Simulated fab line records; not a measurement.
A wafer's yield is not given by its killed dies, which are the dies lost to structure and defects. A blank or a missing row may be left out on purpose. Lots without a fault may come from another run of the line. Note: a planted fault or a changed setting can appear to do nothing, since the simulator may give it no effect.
Comparing a struck lot with a sound one | flow sky130 | 34 out of 708 route steps
Sound: the wafers L700.2, L700.3, L700.4. Struck: wafers L719.1, L719.3, L719.5. The cause is given at the end.
Per side, at each step with rows, come the tool, then ch with its chambers, and then its first start. Under that, the readings that differ: sound wafers | struck wafers | difference of the means | sigmas: that difference in standard deviations of wafers without a fault.
alike: a reading whose means differ by less than 2 such deviations, as well as words and numbers matching on both sides. not compared: withheld readings; readings where some wafer has no value; bounds like >300 that might hide an equal value; numbers whose values overlap and for which the record gives no deviation.
Wherever a step has rows on one side only, a row that says differs or no value, or a row with sigmas, the two part there. Numbers that don't overlap but have no deviation are shown without sigmas and don't part them. A reading missing from all wafers of one side parts the sides only when that side holds two or more wafers.

first, 7 steps without rows for these wafers: SKY_SONOS_TUNNEL_DEVELOP_06 (develop time 60 s); SKY_SONOS_TUNNEL_IMPLANT_09; SKY_SONOS_TUNNEL_WET_ETCH_10 (etches SiO2 in dHF, target depth 14 nm, time 280 s); SKY_SONOS_TUNNEL_STRIP_11 (strips in SPM, time 600 s); SKY_SONOS_TUNNEL_CLEAN_13 (cleans in dHF, time 20 s); SKY_SONOS_ONO_OXIDATION_00 (stabilise 600 s, purge 300 s, target thk 2.6 nm); SKY_SONOS_ONO_CVD_02 (deposits Si3N4 from DCS/NH3, target thk 10.5 nm, time 180 s).
SKY_SONOS_ONO_CVD_04: deposits SiO2 from SiH4/N2O, target thk 5.7199 nm.
  sound on lpcvd-03 ch 1, day 12 15:08; struck on lpcvd-03 ch 0, day 19 02:37
reading                                   | sound             | struck           | difference | sigmas
spikeTcBottomC (C)                        | 921 921 921       | 910 913 912      | -9         | -2
model.SiO2_of_SONOS_ONO_CVD_04.thkNm (nm) | 5.669 5.813 5.752 | 6.893 6.88 6.836 | +1.125     | 
SKY_SONOS_ONO_THK_MEAS_05:
  sound on filmMetro-04, day 12 17:02; struck on filmMetro-04, day 19 03:52
reading                   | sound          | struck         | difference | sigmas
SONOS_ONO_CVD_04_THK (nm) | 5.69 5.80 5.76 | 6.86 6.89 6.84 | +1.11      | +10
then, 23 steps without rows for these wafers: SKY_SONOS_ONO_DEHYDRATE_06 (time 60 s); SKY_SONOS_ONO_HMDS_07 (prime time 60 s); SKY_SONOS_ONO_COAT_08 (resist thk 1140 nm); SKY_SONOS_ONO_SOFTBAKE_09 (time 60 s); SKY_SONOS_ONO_EXPOSE_10 (exposes mask ONOM, target cd 410 nm); SKY_SONOS_ONO_PEB_11; SKY_SONOS_ONO_DEVELOP_12 (develop time 60 s); SKY_SONOS_ONO_ETCH_15 (etches the open film in CHF3/O2, target depth 19.52 nm, time 7.8 s); SKY_SONOS_ONO_WET_ETCH_16 (etches SiO2 in dHF, target depth 14 nm, time 280 s); SKY_SONOS_ONO_STRIP_17 (strips in O2/N2); SKY_SONOS_ONO_WET_ETCH_18 (etches Si3N4 in H3PO4, target depth 15 nm, time 172 s); SKY_GATE_OXIDE_CLEAN_00 (cleans in SC1/SC2, time 150 s); SKY_GATE_OXIDE_OXIDATION_01 (stabilise 600 s, purge 300 s, target thk 10.268 nm); SKY_GATE_OXIDE_DEHYDRATE_03 (time 60 s); SKY_GATE_OXIDE_HMDS_04 (prime time 60 s); SKY_GATE_OXIDE_COAT_05 (resist thk 1140 nm); SKY_GATE_OXIDE_SOFTBAKE_06 (time 60 s); SKY_GATE_OXIDE_EXPOSE_07 (exposes mask LVOM, target cd 600 nm); SKY_GATE_OXIDE_PEB_08; SKY_GATE_OXIDE_DEVELOP_09 (develop time 60 s); SKY_GATE_OXIDE_IMPLANT_11; SKY_GATE_OXIDE_WET_ETCH_12 (etches SiO2 in dHF, target depth 16.8 nm, time 336 s); SKY_GATE_OXIDE_STRIP_13 (strips in O2/N2).
-- the record jumps here: 3 days lie between the struck wafers' starts before and after --
SKY_GATE_OXIDE_CLEAN_15: cleans in SC1/SC2, time 150 s.
  sound on wetBench-02 ch 2, day 15 00:02; struck on wetBench-01 ch 2, day 21 19:47
reading                                   | sound            | struck           | difference | sigmas
model.SiO2_of_SONOS_ONO_CVD_04.thkNm (nm) | 4.136 4.28 4.221 | 5.393 5.38 5.343 | +1.160     | 
  alike: bathHeatDutyPct, tempC
-- a jump in the record: the struck wafers' starts before and after are 29 days apart (it breaks off in module GATE_OXIDE and resumes in module PAD_OPEN, where the first step shown is number 708 of the route) --
SKY_PAD_OPEN_PROBE_99:
  sound on prober-01, day 46 18:50; struck on prober-01, day 50 21:23
reading                                 | sound                | struck               | difference | sigmas
killedAtOther                           | 0 0 1                | 1 4 0                | +1         | +2
model.etest.sonosErased.driveUaUm       | 175.8 192.8 185.2    | 126.8 83.9 103.1     | -80.0      | 
model.etest.sonosUncharged.rOnOhmUm     | 806.9 797.3 818.2    | 850.2 843.3 837.7    | +36.3      | 
model.etest.sonosProgrammed.offLog10AUm | -14.09 -13.83 -13.99 | -11.4 -10.81 -11.29  | +2.8       | 
model.etest.capOno.gateLog10ACm2        | -7.873 -8.009 -7.912 | -9.482 -9.54 -9.526  | -1.585     | 
model.etest.capOno.gateBvV (V)          | 16.18 16.65 16.46    | 18.44 17.87 17.96    | +1.66      | 
model.etest.capOno.toxAccNm (nm)        | 12.85 12.9 12.91     | 14.14 14.11 14.17    | +1.25      | 
model.etest.sonosProgrammed.vtV (V)     | 1.47 1.381 1.443     | 0.7325 0.6885 0.7343 | -0.7129    | 
model.etest.sonosErased.vtV (V)         | -2.287 -2.285 -2.291 | -1.606 -1.507 -1.532 | +0.739     | 
  alike: killed_at_M0_to_M3, killed_at_M4_up, killedAtContacts, killedAtFrontEnd, killedDies, killedOpen, killedShort

== WHERE THEY PART ==
Last at SKY_PAD_OPEN_PROBE_99 as far as this record goes, first at SKY_SONOS_ONO_CVD_04.

WHY: whatever the simulator had introduced
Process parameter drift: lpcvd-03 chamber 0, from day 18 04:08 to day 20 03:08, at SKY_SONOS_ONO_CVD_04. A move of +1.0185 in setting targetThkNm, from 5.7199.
